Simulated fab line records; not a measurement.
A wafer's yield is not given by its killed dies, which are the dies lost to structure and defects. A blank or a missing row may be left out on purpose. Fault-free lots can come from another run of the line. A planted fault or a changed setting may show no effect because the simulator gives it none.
A struck lot beside a sound one :: flow sky130 :: 16 steps out of a route of 708
Sound: these wafers, L387.1, L387.3, L387.4. Struck: wafer L398.5; the same lot's L398.2 was not struck, so it is left out; see the end for the cause.
At each step with rows: each side's tool, then ch and its chambers, then its first start. Under that, the readings that differ: sound wafers :: struck wafers :: difference of the means :: sigmas: that difference in standard deviations of wafers without a fault.
alike: words and numbers the same on both sides, and readings whose means are apart by under 2 such deviations; not compared: readings that were withheld, readings missing a value for some wafer, numbers with overlapping values and no deviation given by the record, and bounds like >300 which may hide the same value.
Wherever a step has rows on one side only, a row that says differs or no value, or a row with sigmas, the two part there. When numbers do not overlap yet have no deviation, they are printed without sigmas and do not part them. Lack of a reading on every wafer of one side parts them only where that side has two or more wafers.

first, 3 steps without rows for these wafers: SKY_METAL1_EXPOSE_12 (exposes mask MM1, target cd 140 nm); SKY_METAL1_PEB_13; SKY_METAL1_DEVELOP_14 (develop time 60 s).
SKY_METAL1_CD_MEAS_15 targets a cd of 140 nm.
  sound: cd-sem-02 at day 34 05:26; struck: cd-sem-02 at day 37 12:45
  alike: cd-nm
SKY_METAL1_OVL_MEAS_16:
  sound: overlay-02 at day 34 05:33; struck: overlay-01 at day 37 12:52
  alike: METAL1_OVL
SKY_METAL1_DESCUM_17: chemistry O2, time 8 s.
  sound on rie-metal-01 ch 1, day 34 05:35; struck on rie-metal-03 ch 0, day 37 12:53
reading: drypump-motor-current-A (A)
sound: 6.6 6.6 6.6
struck: 5.6
difference: -1.0
sigmas: -2

reading: he-backside-leak-sccm (sccm)
sound: 2.96 3.05 3.02
struck: 3.50
difference: +0.49
sigmas: +3
  alike: oes-product-au
  not compared: rf-hours-counter-h
SKY_METAL1_ETCH_18: etches BARC in N2/H2, stops on SiO2, time 45.9 s, target depth 60 nm.
  sound on rie-metal-01 ch 1, day 34 05:39; struck on rie-metal-03 ch 0, day 37 12:55
reading: drypump-motor-current-A (A)
sound: 6.6 6.6 6.6
struck: 5.6
difference: -1.0
sigmas: -2

reading: he-backside-leak-sccm (sccm)
sound: 2.88 3.08 3.11
struck: 3.41
difference: +0.39
sigmas: +2
  alike: n2-flow-sccm, oes-product-au, throttle-valve-pct
  not compared: rf-hours-counter-h
SKY_METAL1_METAL_ETCH_19: etches the open film in Cl2/BCl3, stops on SiO2, target depth 360 nm, time 78 s.
  sound on rie-metal-01 ch 1, day 34 05:46; struck on rie-metal-03 ch 0, day 37 12:59
reading: drypump-motor-current-A (A)
sound: 6.6 6.6 6.6
struck: 5.5
difference: -1.1
sigmas: -2
  alike: he-backside-leak-sccm, oes-product-au, throttle-valve-pct
  not compared: rf-hours-counter-h
SKY_METAL1_STRIP_20: strips in O2/N2.
  sound on plasma-asher-01 ch 0,1, day 34 05:57; struck on plasma-asher-01 ch 0, day 37 13:04
  alike: drypump-motor-current-A, n2-flow-sccm, oes-product-au, strip-time-to-endpoint-s
  not compared: rf-hours-counter-h
then, 3 steps without rows for these wafers: SKY_METAL1_STRIP_21 (strips in post etch residue remover, time 1200 s); SKY_METAL1_CLEAN_22 (cleans in IPA, time 180 s); SKY_METAL1_CLEAN_23 (cleans in O3/DIW).
SKY_VIA1_HDPCVD_00: deposits SiO2, target thk 1030 nm, time 171.7 s.
  sound on hdpcvd-01 ch 0,1,2, day 34 06:35; struck on hdpcvd-02 ch 2, day 37 13:41
reading: run-length-s (s)
sound: 199.9 199.3 199.4
struck: 226.4
difference: +26.9
sigmas: +48

reading: model.SiO2_of_VIA1_HDPCVD_00.thk-nm (nm)
sound: 1012 1046 1031
struck: 1182
difference: +152
sigmas: 
SKY_VIA1_THK_MEAS_01:
  sound: film-metro-01 at day 34 06:41; struck: film-metro-01 at day 37 13:49
reading: VIA1_HDPCVD_THK (nm)
sound: 1012 1047 1032
struck: 1183
difference: +153
sigmas: +14
SKY_VIA1_CMP_02: polishes SiO2.
  sound on cmp-02 ch 0,1,3, day 34 06:48; struck on cmp-02 ch 2, day 37 13:58
reading: motor-current-A (A)
sound: 12.9 11.5 13.4
struck: 10.0
difference: -2.6
sigmas: -2
  alike: platen-rpm
SKY_PAD_OPEN_PROBE_99:
  sound wafers here have rows in the record (prober-01, day 46 22:08); struck ones have none

## WHERE THEY PART
At SKY_METAL1_DESCUM_17 first; at SKY_PAD_OPEN_PROBE_99 last (within this record only).

WHY: whatever the simulator had introduced
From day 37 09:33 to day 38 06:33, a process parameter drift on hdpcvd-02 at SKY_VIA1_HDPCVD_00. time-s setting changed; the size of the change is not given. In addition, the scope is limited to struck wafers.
